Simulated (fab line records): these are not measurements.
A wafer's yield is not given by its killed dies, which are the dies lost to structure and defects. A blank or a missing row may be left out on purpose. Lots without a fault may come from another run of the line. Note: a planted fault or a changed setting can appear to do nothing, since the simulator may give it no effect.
Which of the tools did it? | flow sky130 | 12 lots, 36 wafers sampled, at 4 steps of a route of 708

== WHAT EACH GAUGE READ, for each wafer ==
SKY_PASSIVATION_THK_MEAS_01. Usual: PASSIVATION_CVD_00_THK 90.3 nm, standard deviation 1.5.
lot  | measured     | on            | PASSIVATION_CVD_00_THK (nm) | flag
L340 | day 44 01:11 | film metro-01 | 90.1 87.8 89.7              |
L343 | day 44 22:50 | film metro-03 | 88.0 89.7 91.4              |
L344 | day 45 10:34 | film metro-03 | 88.2 90.7 91.3              |
L345 | day 45 18:28 | film metro-01 | 89.9 89.6 92.5              |
L349 | day 46 20:47 | film metro-03 | 88.5 89.8 91.9              |
L350 | day 46 23:07 | film metro-03 | 90.4 92.2 89.9              |
L351 | day 47 02:19 | film metro-04 | 89.8 89.1 91.0              |
L352 | day 47 09:41 | film metro-01 | 89.8 89.1 90.3              |
L354 | day 47 23:45 | film metro-03 | 91.9 89.3 90.1              |
L356 | day 48 08:58 | film metro-01 | 88.8 91.8 87.8              |
L362 | day 49 13:32 | film metro-04 | 90.6 91.0 91.3              |
L363 | day 49 15:18 | film metro-04 | 89.4 88.0 90.3              |

== TOOL THAT RAN EACH LOT (tool first, then ch and the chambers of the sampled wafers, then the start) ==
lot  | SKY_CAPM_STRIP_14                    | SKY_VIA4_CMP_02               | SKY_METAL5_STRIP_16
L340 | plasma asher-04 ch 0,1, day 37 13:43 | cmp-02 ch 0,2, day 41 23:40   | plasma asher-04 ch 0,1, day 44 00:08
L343 | plasma asher-01 ch 0,1, day 38 15:57 | cmp-01 ch 1,2, day 42 23:11   | plasma asher-01 ch 0,1, day 44 22:08
L344 | plasma asher-03 ch 0,1, day 39 02:07 | cmp-01 ch 0,1, day 43 10:07   | plasma asher-04 ch 0,1, day 45 09:31
L345 | plasma asher-01 ch 0,1, day 39 13:06 | cmp-01 ch 1,2, day 43 19:55   | plasma asher-02 ch 0,1, day 45 17:52
L349 | plasma asher-03 ch 0,1, day 40 22:28 | cmp-02 ch 1,3, day 45 01:24   | plasma asher-02 ch 0,1, day 46 20:09
L350 | plasma asher-01 ch 0,1, day 41 00:10 | cmp-02 ch 0,2,3, day 45 03:26 | plasma asher-04 ch 1, day 46 22:30
L351 | plasma asher-01 ch 0,1, day 41 04:36 | cmp-01 ch 1,2,3, day 45 07:07 | plasma asher-02 ch 0,1, day 47 01:42
L352 | plasma asher-03 ch 0,1, day 41 11:32 | cmp-02 ch 0,1,3, day 45 13:53 | plasma asher-04 ch 0,1, day 47 09:05
L354 | plasma asher-04 ch 0,1, day 42 05:18 | cmp-01 ch 1,2,3, day 46 04:48 | plasma asher-04 ch 0,1, day 47 23:08
L356 | plasma asher-03 ch 0,1, day 42 13:32 | cmp-02 ch 1,2, day 46 14:31   | plasma asher-04 ch 1, day 48 08:20
L362 | plasma asher-04 ch 1, day 44 04:03   | cmp-01 ch 1,2,3, day 47 21:25 | plasma asher-02 ch 0,1, day 49 12:54
L363 | plasma asher-03 ch 0,1, day 44 04:57 | cmp-02 ch 1,3, day 47 22:57   | plasma asher-02 ch 0,1, day 49 14:40
- SKY_CAPM_STRIP_14: strips in O2/N2.
- SKY_VIA4_CMP_02: polishes SiO2.
- SKY_METAL5_STRIP_16: strips in O2/N2.

== AS READ BY THE TOOLS THEMSELVES (means over the sampled wafers that have a number; for cases with no such wafer, the mark the record gives instead) ==
SKY_CAPM_STRIP_14. Usual: drypump motor current A 5.5 A, standard deviation 0.31; oes product au 0.710 a.u., standard deviation 0.0047; strip time to endpoint s 12.58 s, standard deviation 0.051.
lot  | tool            | drypump motor current A (A) | oes product au (a.u.) | strip time to endpoint s (s) | flag
L340 | plasma asher-04 | 5.3                         | 0.707                 | 12.56                        |
L343 | plasma asher-01 | 5.4                         | 0.709                 | 12.56                        |
L344 | plasma asher-03 | 5.8                         | 0.710                 | 12.60                        |
L345 | plasma asher-01 | 5.5                         | 0.715                 | 12.57                        |
L349 | plasma asher-03 | 5.8                         | 0.712                 | 12.52                        |
L350 | plasma asher-01 | 5.5                         | 0.712                 | 12.56                        |
L351 | plasma asher-01 | 5.5                         | 0.709                 | 12.65                        |
L352 | plasma asher-03 | 6.0                         | 0.712                 | 12.59                        |
L354 | plasma asher-04 | 5.5                         | 0.714                 | 12.61                        |
L356 | plasma asher-03 | 5.8                         | 0.711                 | 12.58                        |
L362 | plasma asher-04 | 5.6                         | 0.710                 | 12.50                        |
L363 | plasma asher-03 | 6.0                         | 0.709                 | 12.56                        |

SKY_VIA4_CMP_02. Usual: edge zone pressure frac 1.000, standard deviation 0.0049; motor current A 12.5 A, standard deviation 1.3.
lot  | tool   | edge zone pressure frac | motor current A (A) | flag
L340 | cmp-02 | 0.997                   | 12.7                |
L343 | cmp-01 | 1.004                   | 10.9                |
L344 | cmp-01 | 1.002                   | 11.8                |
L345 | cmp-01 | 0.995                   | 11.6                |
L349 | cmp-02 | 1.001                   | 13.1                |
L350 | cmp-02 | 1.001                   | 12.4                |
L351 | cmp-01 | 1.000                   | 12.0                |
L352 | cmp-02 | 0.998                   | 12.7                |
L354 | cmp-01 | 0.999                   | 11.5                |
L356 | cmp-02 | 1.003                   | 13.7                |
L362 | cmp-01 | 0.996                   | 11.4                |
L363 | cmp-02 | 0.999                   | 13.4                |

SKY_METAL5_STRIP_16. Usual: drypump motor current A 5.41 A, standard deviation 0.29; oes product au 0.710 a.u., standard deviation 0.0045; strip time to endpoint s 13.03 s, standard deviation 0.2.
lot  | tool            | drypump motor current A (A) | oes product au (a.u.) | strip time to endpoint s (s) | flag
L340 | plasma asher-04 | 5.26                        | 0.714                 | 13.15                        |
L343 | plasma asher-01 | 5.33                        | 0.706                 | 12.85                        |
L344 | plasma asher-04 | 5.29                        | 0.711                 | 12.96                        |
L345 | plasma asher-02 | 5.41                        | 0.715                 | 12.92                        |
L349 | plasma asher-02 | 5.36                        | 0.707                 | 13.00                        |
L350 | plasma asher-04 | 5.64                        | 0.712                 | 12.99                        |
L351 | plasma asher-02 | 5.64                        | 0.715                 | 13.27                        |
L352 | plasma asher-04 | 5.46                        | 0.713                 | 13.23                        |
L354 | plasma asher-04 | 5.28                        | 0.709                 | 13.05                        |
L356 | plasma asher-04 | 5.64                        | 0.711                 | 13.06                        |
L362 | plasma asher-02 | 5.61                        | 0.712                 | 12.81                        |
L363 | plasma asher-02 | 5.62                        | 0.712                 | 12.86                        |

== THE ANSWER, worked out from the rows above alone ==
Rule: a lot is off if the mean of its wafers that have a number lies more than 3 standard deviations from the usual mean. A lot without any number at a reading at which 4 lots or more have one is off too. The other lots that the step has rows for count as sound. After the gauges, taken in route order, come the tools' own readings; for these a lot's mean is taken, as printed above. The first step at which some lot is off is used, and at that step the reading that is off furthest; a lot without a number counts as furthest.
No lot is off at any reading shown: from this, nothing can be told.

== WHAT THE SIMULATOR HAD INSERTED ==
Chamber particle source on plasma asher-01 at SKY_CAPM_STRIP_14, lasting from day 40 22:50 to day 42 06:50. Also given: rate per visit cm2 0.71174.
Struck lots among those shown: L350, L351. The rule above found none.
